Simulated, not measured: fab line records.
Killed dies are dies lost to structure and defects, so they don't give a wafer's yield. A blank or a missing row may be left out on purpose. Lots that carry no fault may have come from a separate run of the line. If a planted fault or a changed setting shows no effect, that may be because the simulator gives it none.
Matching of chambers | flow sky130 | SKY_POLY_GATE_ETCH_16 on rieDiel-04: 4 sister chambers
The step etches Si3N4 in CH3F/O2, stops on poly-Si, time 147.5 s, target depth 75 nm. 4 wafers are shown with their chamber, then 7 later ones without.

## EACH WAFER AND ITS CHAMBER
wafer  | chamber | drypumpMotorCurrentA (A)
L589.1 | 0       | 6.0
L589.6 | 3       | 6.4
L590.1 | 1       | 5.5
L590.3 | 2       | 5.8

## WAFERS MISSING THEIR CHAMBER
wafer  | drypumpMotorCurrentA (A)
L590.5 | 6.0
L598.1 | 5.5
L598.4 | 5.9
L598.6 | 6.5
L599.2 | 6.1
L599.3 | 6.5
L599.6 | 5.5

## WHICH CHAMBER EACH ONE RAN IN
wafer  | from the rows above     | in truth
L590.5 | 0                       | 0
L598.1 | 1                       | 1
L598.4 | can't be placed: 0 or 2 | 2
L598.6 | 3                       | 3
L599.2 | 0                       | 0
L599.3 | 3                       | 3
L599.6 | 1                       | 1
Correctly placed: 6 of 7. From these rows, 1 cannot be placed; in 1 the true chamber is one of the candidates. Number placed wrongly: 0.
How it was worked out, from the rows above alone: a wafer's distance from a chamber is the root of the sum, over the readings, of the square of ((its reading less the chamber's mean) divided by the reading's scatter). If the next closest chamber is less than 2 further off than the closest, the wafer can't be placed; otherwise it belongs to the closest. Each chamber's mean is taken over the wafers shown for it. The scatter: root of mean squared gap, hidden wafer to nearest shown wafer, with one shown wafer a chamber.
